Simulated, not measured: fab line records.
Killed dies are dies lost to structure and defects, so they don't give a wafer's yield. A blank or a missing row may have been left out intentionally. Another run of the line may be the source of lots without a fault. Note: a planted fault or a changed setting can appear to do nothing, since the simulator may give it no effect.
Code-filled problem report in 8D (eight disciplines) form | flow sky130 | the parts of the form that need people (team, actions taken, sign-off) are left out

== 1. PROBLEM STATEMENT ==
Mean of cdNm at SKY_VT_ADJUST_NCORE_CD_MEAS_07: 367.1 nm across 6 wafers in 2 lots; on wafers with no fault it is 379.0 nm (standard deviation 2.2). Measured from the usual mean, that is -5.4 standard deviations.
The step: target cd 380 nm.
First observed at day 12 22:04: wafer L266.2, on cdSem-02. At this step, 39 wafers from 13 lots have a number in the record. Rule for "out" (also "out of limits"): further than 4 standard deviations from the usual mean. The other wafers with a number count as sound.

== 2. WHAT IT IS; WHAT IT IS NOT ==
question                    | is                     | is not
which readings at this step | cdNm                   | -
which lots                  | L266, L268             | L252, L253, L254, L257, L261, L262, L264, L265, L267, L272, L273
which wafers of those lots  | all that have a number | -
read on which gauges        | cdSem-02               | cdSem-01
when                        | from day 12 22:04      | up to then (24 sound wafers); but 9 sound wafers of L267, L272, L273 came after

== 3. WHAT RULES OUT EACH SUSPECT ==
Counting: a tool at any process step up to the reading remains a suspect when it ran all the lots that are out and ran no sound lot after the first of those.
- the gauge at SKY_VT_ADJUST_NCORE_CD_MEAS_07: kept. All the wafers that are out were read on cdSem-02, and no step on other tools shows them out.
- lithoTrack-04 at SKY_VT_ADJUST_NCORE_DEVELOP_06 (develop time 60 s): kept. Every lot that is out went through it, starting with L266 (day 12 21:55), and after that it ran no sound lot; the last sound lot it ran before then is L264 (day 12 08:26).
Left after counting: lithoTrack-04 at SKY_VT_ADJUST_NCORE_DEVELOP_06, cdSem-02 at SKY_VT_ADJUST_NCORE_CD_MEAS_07.

== 4. THE CAUSE (what the simulator had put in) ==
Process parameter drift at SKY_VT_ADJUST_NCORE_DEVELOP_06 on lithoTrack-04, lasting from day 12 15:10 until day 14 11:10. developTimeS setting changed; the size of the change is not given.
After counting, 2 suspects remain, this tool included.

== 5. THE EFFECT CHAIN, in route order ==
Each row: a reading whose mean over the struck wafers that have a number lies more than 3 standard deviations from the usual. Scope: only readings with a usual standard deviation given in the record; hours: median across lots of the time from each lot's start at the first step in this table that gives one to its start at this step; sigmas: change in usual standard deviations.
hours | step                           | reading | usual    | on struck wafers | change | sigmas
0     | SKY_VT_ADJUST_NCORE_CD_MEAS_07 | cdNm    | 379.0 nm | 367.1            | -11.9  | -5.4

== 6. WHAT WOULD HAVE CAUGHT IT SOONER ==
In this record the first reading out of limits at a measuring or inspecting step was taken at day 12 22:04, 7 hours after the fault began at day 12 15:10.
Of the lots that are out (2), L268 began SKY_VT_ADJUST_NCORE_DEVELOP_06 on lithoTrack-04 after day 12 22:04. A hold on the tool at that time would have spared it.
